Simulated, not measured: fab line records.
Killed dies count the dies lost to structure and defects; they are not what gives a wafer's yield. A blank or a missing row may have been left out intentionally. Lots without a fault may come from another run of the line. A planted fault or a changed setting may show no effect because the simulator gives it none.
Code-filled problem report in 8D (eight disciplines) form | flow sky130 | the parts of the form that need people (team, actions taken, sign-off) are left out

## 1. PROBLEM STATEMENT
Mean of platen-rpm at SKY_VIA4_CMP_21: 65.99 rpm across 9 wafers in 3 lots; on wafers with no fault it is 60.00 rpm (standard deviation 0.035). That is +99 or more standard deviations from the usual mean.
The step: polishes, stops on SiO2, t overpolish 25 s, target thk 0 nm.
First observed at day 46 15:23: wafer L376.4, on cmp-01. The record has a number at this step for 36 wafers belonging to 12 lots. Rule for "out", or "out of limits": more than 4 standard deviations from the usual mean. The rest of the wafers with a number are treated as sound.

## 2. WHAT THIS IS AND IS NOT
question                    | is                     | is not
which readings at this step | platen-rpm             | motor-current-A
which lots                  | L376, L377, L379       | L364, L366, L367, L368, L369, L375, L381, L383, L386
which wafers of those lots  | all that have a number | -
read on which tools         | cmp-01                 | cmp-02
when                        | from day 46 15:23      | up to then (18 sound wafers); but 9 sound wafers of L381, L383, L386 came after

## 3. SUSPECTS, AND WHAT RULES EACH OUT
Counting: a tool at a process step up to the reading stays a suspect if it ran every lot that is out and no sound lot after the first of them.
- cmp-01 at SKY_VIA4_CMP_21 (polishes, stops on SiO2, t overpolish 25 s, target thk 0 nm): kept. It ran every lot that is out, first L376 (day 46 15:23), and no sound lot after that; its last sound lot up to then is L375 (day 46 13:28). Its own platen-rpm readings are out on those wafers.
Left after counting: cmp-01 at SKY_VIA4_CMP_21.

## 4. THE CAUSE (what the simulator had put in)
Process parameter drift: cmp-01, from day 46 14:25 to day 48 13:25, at SKY_VIA4_CMP_21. Setting platen-rpm shifted by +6 from 60. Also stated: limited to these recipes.
After counting, this tool was the only one left.

## 5. SEQUENCE OF EFFECTS, ordered by route
Each row: a reading whose mean over the struck wafers that have a number lies more than 3 standard deviations from the usual. Only readings for which the record gives a usual standard deviation are gone through. hours: the time from each lot's start at the first step in this table that gives one to its start at this step, as a median over the lots. sigmas: the change in usual standard deviations.
hours | step            | reading            | usual     | on struck wafers | change | sigmas
0     | SKY_VIA4_CMP_21 | platen-rpm         | 60.00 rpm | 65.99            | +5.99  | +99 or more
0     | SKY_VIA4_CMP_21 | time-to-endpoint-s | 122 s     | 109              | -13    | -3.1
It contains these process steps:
- SKY_VIA4_CMP_21: polishes, stops on SiO2, t overpolish 25 s, target thk 0 nm.

## 6. WHAT WOULD HAVE CAUGHT IT SOONER
In this record the first reading out of limits was taken at day 46 15:23, 1 hour after the fault began at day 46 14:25.
